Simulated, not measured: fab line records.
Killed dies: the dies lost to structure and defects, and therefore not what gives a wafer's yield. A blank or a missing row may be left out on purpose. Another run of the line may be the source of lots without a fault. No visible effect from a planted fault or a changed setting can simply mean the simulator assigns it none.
The tool behind it: which one?	flow sky130	12 lots with 36 wafers sampled at 3 steps, on a route of 708 steps

## WHAT THE GAUGES READ, wafer by wafer
SKY_METAL2_RS_MEAS_05: uses a four-point probe to measure. Usual: METAL2_ALCU_RS 0.1263 ohm/sq, standard deviation 0.0017.
lot	measured	on	METAL2_ALCU_RS (ohm/sq)	flag
L235	day 34 00:44	film-metro-03	0.1260 0.1269 0.1265	
L237	day 35 00:07	film-metro-03	0.1275 0.1265 0.1285	
L240	day 35 20:40	film-metro-01	0.1261 0.1250 0.1256	
L245	day 37 02:50	film-metro-01	0.1247 0.1240 0.1242	
L247	day 37 13:44	film-metro-03	0.1264 0.1271 0.1281	
L248	day 38 03:01	film-metro-04	0.1233 0.1248 0.1238	
L250	day 38 11:46	film-metro-01	0.1246 0.1242 0.1242	
L251	day 39 05:04	film-metro-04	0.1252 0.1266 0.1259	
L252	day 39 08:10	film-metro-01	0.1279 0.1290 0.1299	
L255	day 40 03:26	film-metro-04	0.1268 0.1292 0.1273	
L256	day 40 12:55	film-metro-01	0.1259 0.1237 0.1255	
L257	day 40 14:45	film-metro-01	0.1252 0.1242 0.1265	

SKY_METAL2_CD_MEAS_15: target cd 140 nm. Usual: cd-nm 140.3 nm, standard deviation 1.4.
lot	measured	on	cd-nm (nm)	flag
L235	day 35 02:56	cd-sem-02	140.9 139.8 141.1	
L237	day 36 02:28	cd-sem-02	139.6 139.2 139.2	
L240	day 36 22:56	cd-sem-02	140.1 140.6 140.1	
L245	day 38 04:50	cd-sem-01	137.2 138.4 138.8	
L247	day 38 15:26	cd-sem-02	139.4 138.8 140.9	
L248	day 39 04:28	cd-sem-01	140.0 139.1 141.1	
L250	day 39 12:55	cd-sem-01	144.0 144.0 142.4	
L251	day 40 05:31	cd-sem-02	141.9 142.3 142.5	
L252	day 40 08:59	cd-sem-02	139.5 138.8 139.4	
L255	day 41 04:02	cd-sem-01	139.7 139.4 138.4	
L256	day 41 12:35	cd-sem-01	139.8 140.5 141.0	
L257	day 41 14:35	cd-sem-01	138.4 138.8 139.3	

## WHAT TOOL EACH LOT RAN ON (gives the tool, then ch and the chambers of the sampled wafers, and finally the start)
lot	SKY_METAL2_SPUTTER_04
L235	pvd-sputter-01, day 34 00:41
L237	pvd-sputter-02, day 35 00:02
L240	pvd-sputter-01, day 35 20:37
L245	pvd-sputter-01, day 37 02:47
L247	pvd-sputter-02, day 37 13:41
L248	pvd-sputter-01, day 38 02:56
L250	pvd-sputter-01, day 38 11:41
L251	pvd-sputter-02, day 39 04:59
L252	pvd-sputter-02, day 39 08:04
L255	pvd-sputter-02, day 40 03:23
L256	pvd-sputter-01, day 40 12:52
L257	pvd-sputter-01, day 40 14:42
- SKY_METAL2_SPUTTER_04: material TiN, target thk 70 nm, time 58.3 s.

## AS READ BY THE TOOLS THEMSELVES (means over the sampled wafers that have a number; for cases with no such wafer, the mark the record gives instead)
SKY_METAL2_SPUTTER_04. Usual: throttle-valve-pct 30.2 %, standard deviation 1.2.
lot	tool	throttle-valve-pct (%)	flag
L235	pvd-sputter-01	30.8	
L237	pvd-sputter-02	29.8	
L240	pvd-sputter-01	29.5	
L245	pvd-sputter-01	30.7	
L247	pvd-sputter-02	29.6	
L248	pvd-sputter-01	31.3	
L250	pvd-sputter-01	29.9	
L251	pvd-sputter-02	29.5	
L252	pvd-sputter-02	29.6	
L255	pvd-sputter-02	30.1	
L256	pvd-sputter-01	30.9	
L257	pvd-sputter-01	29.8	

## THE ANSWER, worked out from the rows above alone
Rule: a lot is off if the mean of its wafers that have a number lies more than 3 standard deviations from the usual mean. A lot without any number at a reading at which 4 lots or more have one is off too. Where the step has rows for the other lots, those lots are counted as sound. First the gauges in route order, then the tools' own readings, where a lot's mean is used as printed above. The first step at which some lot is off is used, and at that step the reading that is off furthest; a lot without a number counts as furthest.
None of the lots is off at any reading shown; this tells nothing.

## WHAT THE SIMULATOR HAD PUT IN
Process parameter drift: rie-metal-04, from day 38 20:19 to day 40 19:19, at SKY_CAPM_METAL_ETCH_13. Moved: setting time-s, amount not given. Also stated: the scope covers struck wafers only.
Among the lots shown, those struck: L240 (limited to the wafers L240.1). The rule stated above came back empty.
